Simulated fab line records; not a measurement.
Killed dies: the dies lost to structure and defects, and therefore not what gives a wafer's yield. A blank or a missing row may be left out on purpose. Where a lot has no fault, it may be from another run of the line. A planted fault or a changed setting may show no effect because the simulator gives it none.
Comparing a struck lot with a sound one -- flow sky130 -- 44 steps out of a route of 708
Sound: wafers L206.1, L206.5, L206.6. Wafers L215.1, L215.3, L215.4 were the ones struck. At the end, the cause is stated.
Order at every step that has rows: each side's tool, ch and its chambers, its first start. Under that, the readings that differ: sound wafers -- struck wafers -- difference of the means -- sigmas: that difference in standard deviations of wafers without a fault.
alike: readings whose means differ by less than 2 such deviations, and words and numbers that are the same on both sides. not compared: withheld readings, readings that some wafer has no value for, bounds like >300 that may hide the same value, and numbers for which the record gives no deviation and whose values overlap.
Wherever a step has rows on one side only, a row that says differs or no value, or a row with sigmas, the two part there. Numbers that don't overlap but have no deviation are shown without sigmas and don't part them. Lack of a reading on every wafer of one side parts them only where that side has two or more wafers.

first, 1 step without rows for these wafers: SKY_SONOS_TUNNEL_DEVELOP_06 (develop time 58.11 s).
SKY_SONOS_TUNNEL_CD_MEAS_07 targets a cd of 410 nm.
  sound on cd_sem-01 at day 12 21:26; struck on cd_sem-01 at day 16 09:19
  alike: cd_nm
SKY_SONOS_TUNNEL_OVL_MEAS_08:
  sound on overlay-01 at day 12 21:33; struck on overlay-02 at day 16 09:26
  alike: SONOS_TUNNEL_OVL
then, 3 steps without rows for these wafers: SKY_SONOS_TUNNEL_IMPLANT_09; SKY_SONOS_TUNNEL_WET_ETCH_10 (etches SiO2 in dHF, target depth 14 nm, time 280 s); SKY_SONOS_TUNNEL_STRIP_11 (strips in SPM, time 600 s).
SKY_SONOS_TUNNEL_TW_MEAS_12:
  sound on film_metro-03 at day 12 22:01; struck on film_metro-01 at day 16 09:56
  alike: SONOS_TUNNEL_TW
then, 2 steps without rows for these wafers: SKY_SONOS_TUNNEL_CLEAN_13 (cleans in dHF, time 20 s); SKY_SONOS_ONO_OXIDATION_00 (stabilise 600 s, purge 300 s, target thk 2.6 nm).
SKY_SONOS_ONO_THK_MEAS_01:
  sound on film_metro-02 at day 13 00:05; struck on film_metro-02 at day 16 12:34
reading,sound,struck,difference,sigmas
SONOS_ONO_OXIDATION_THK (nm),2.51 2.49 2.53,2.62 2.61 2.60,+0.10,+2
then, 1 step without rows for these wafers: SKY_SONOS_ONO_CVD_02 (deposits Si3N4 from DCS/NH3, target thk 10.5 nm, time 180 s).
SKY_SONOS_ONO_THK_MEAS_03:
  sound on film_metro-04 at day 13 01:11; struck on film_metro-01 at day 16 13:40
  alike: SONOS_ONO_CVD_02_THK
SKY_SONOS_ONO_CVD_04: deposits SiO2 from SiH4/N2O, target thk 5.7199 nm.
  sound on lpcvd-03 ch 0, day 13 01:15; struck on lpcvd-03 ch 0, day 16 16:58
reading,sound,struck,difference,sigmas
pressure_mtorr (mTorr),399.8 399.1 400.3,480.0 479.2 480.3,+80.1,+99 or more
model.SiO2_of_SONOS_ONO_CVD_04.thk_nm (nm),5.844 5.641 5.819,6.422 6.459 6.434,+0.670,
SKY_SONOS_ONO_THK_MEAS_05:
  sound on film_metro-04 at day 13 02:30; struck on film_metro-02 at day 16 18:13
reading,sound,struck,difference,sigmas
SONOS_ONO_CVD_04_THK (nm),5.83 5.68 5.86,6.40 6.42 6.43,+0.63,+6
then, 7 steps without rows for these wafers: SKY_SONOS_ONO_DEHYDRATE_06 (time 60 s); SKY_SONOS_ONO_HMDS_07 (prime time 60 s); SKY_SONOS_ONO_COAT_08 (resist thk 1140 nm); SKY_SONOS_ONO_SOFTBAKE_09 (time 60 s); SKY_SONOS_ONO_EXPOSE_10 (exposes mask ONOM, target cd 410 nm); SKY_SONOS_ONO_PEB_11; SKY_SONOS_ONO_DEVELOP_12 (develop time 60 s).
SKY_SONOS_ONO_CD_MEAS_13 targets a cd of 410 nm.
  sound on cd_sem-02 at day 14 03:38; struck on cd_sem-01 at day 17 22:34
  alike: cd_nm
SKY_SONOS_ONO_OVL_MEAS_14:
  sound on overlay-01 at day 14 03:45; struck on overlay-02 at day 17 22:41
  alike: SONOS_ONO_OVL
SKY_SONOS_ONO_ETCH_15: etches the open film in CHF3/O2, target depth 19.52 nm, time 7.8 s.
  sound on rie_diel-04 ch 0,3, day 14 03:47; struck on rie_diel-01 ch 0,1,3, day 17 22:44
  alike: bias_w, drypump_motor_current_A, oes_product_au, throttle_valve_pct
  not compared: rf_hours_counter_h
then, 1 step without rows for these wafers: SKY_SONOS_ONO_WET_ETCH_16 (etches SiO2 in dHF, target depth 14 nm, time 280 s).
SKY_SONOS_ONO_STRIP_17: strips in O2/N2.
  sound on plasma_asher-04 ch 0,1, day 14 03:53; struck on plasma_asher-02 ch 0,1, day 17 22:50
  alike: drypump_motor_current_A, oes_product_au, strip_time_to_endpoint_s
  not compared: rf_hours_counter_h
then, 3 steps without rows for these wafers: SKY_SONOS_ONO_WET_ETCH_18 (etches Si3N4 in H3PO4, target depth 15 nm, time 172 s); SKY_GATE_OXIDE_CLEAN_00 (cleans in SC1/SC2, time 150 s); SKY_GATE_OXIDE_OXIDATION_01 (stabilise 600 s, purge 300 s, target thk 10.268 nm).
SKY_GATE_OXIDE_THK_MEAS_02:
  sound on film_metro-04 at day 14 06:04; struck on film_metro-03 at day 18 06:35
reading,sound,struck,difference,sigmas
GATE_OXIDE_OXIDATION_00_THK (nm),9.95 9.97 10.28,10.52 10.67 10.47,+0.49,+3
then, 7 steps without rows for these wafers: SKY_GATE_OXIDE_DEHYDRATE_03 (time 60 s); SKY_GATE_OXIDE_HMDS_04 (prime time 60 s); SKY_GATE_OXIDE_COAT_05 (resist thk 1140 nm); SKY_GATE_OXIDE_SOFTBAKE_06 (time 60 s); SKY_GATE_OXIDE_EXPOSE_07 (exposes mask LVOM, target cd 600 nm); SKY_GATE_OXIDE_PEB_08; SKY_GATE_OXIDE_DEVELOP_09 (develop time 60 s).
SKY_GATE_OXIDE_OVL_MEAS_10:
  sound on overlay-01 at day 15 08:31; struck on overlay-02 at day 19 12:04
  alike: GATE_OXIDE_OVL
then, 2 steps without rows for these wafers: SKY_GATE_OXIDE_IMPLANT_11; SKY_GATE_OXIDE_WET_ETCH_12 (etches SiO2 in dHF, target depth 16.8 nm, time 336 s).
SKY_GATE_OXIDE_STRIP_13: strips in O2/N2.
  sound on plasma_asher-04 ch 0,1, day 15 08:49; struck on plasma_asher-01 ch 0,1, day 19 12:22
  alike: drypump_motor_current_A, oes_product_au, strip_time_to_endpoint_s
  not compared: rf_hours_counter_h
SKY_GATE_OXIDE_TW_MEAS_14:
  sound on film_metro-04 at day 15 08:55; struck on film_metro-03 at day 19 12:28
  alike: GATE_OXIDE_TW
SKY_GATE_OXIDE_CLEAN_15: cleans in SC1/SC2, time 150 s.
  sound on wet_bench-03 ch 0, day 15 08:58; struck on wet_bench-01 ch 1, day 19 12:32
reading,sound,struck,difference,sigmas
model.SiO2_of_SONOS_ONO_CVD_04.thk_nm (nm),4.339 4.136 4.315,4.902 4.942 4.914,+0.656,
  alike: bath_heat_duty_pct
-- the record jumps here: 30 days lie between the struck wafers' starts before and after (it left off in module GATE_OXIDE and takes up again in module PAD_OPEN, whose first step shown is number 708 of the route) --
SKY_PAD_OPEN_PROBE_99:
  sound on prober-01 at day 46 20:43; struck on prober-01 at day 49 11:11
reading,sound,struck,difference,sigmas
model.etest.sonos_erased.drive_ua_um,187.9 203.2 190.5,130 150.3 144.9,-52,
model.etest.sonos_uncharged.r_on_ohm_um,807.6 815.5 816.8,842.7 841.6 838,+27.5,
model.etest.cap_ono.gate_log10_a_cm2,-7.994 -7.686 -7.918,-9.095 -9.063 -9.037,-1.199,
model.etest.cap_ono.gate_bv_v (V),16.79 15.92 16.61,17.14 17.56 17.15,+0.84,
model.etest.cap_ono.tox_acc_nm (nm),12.94 12.71 12.91,13.8 13.82 13.74,+0.9,
model.etest.sonos_programmed.vt_v (V),1.393 1.536 1.427,0.9843 1.007 1.007,-0.4526,
model.etest.sonos_erased.vt_v (V),-2.277 -2.381 -2.283,-1.775 -1.809 -1.815,+0.514,
model.etest.sonos_baked.vt_v (V),0.8929 0.9913 0.9379,0.6017 0.6275 0.675,-0.3060,
  alike: killed_at_M0_to_M3, killed_at_M4_up, killed_at_contacts, killed_at_front_end, killed_at_other, killed_dies, killed_open, killed_short

== WHERE THEY PART ==
Earliest at SKY_SONOS_ONO_THK_MEAS_01; latest, in this record, at SKY_GATE_OXIDE_THK_MEAS_02. Later steps at which nothing parts them and some readings are alike: SKY_GATE_OXIDE_OVL_MEAS_10, SKY_GATE_OXIDE_STRIP_13, SKY_GATE_OXIDE_TW_MEAS_14, SKY_GATE_OXIDE_CLEAN_15, SKY_PAD_OPEN_PROBE_99.

WHY: what the simulator had put in
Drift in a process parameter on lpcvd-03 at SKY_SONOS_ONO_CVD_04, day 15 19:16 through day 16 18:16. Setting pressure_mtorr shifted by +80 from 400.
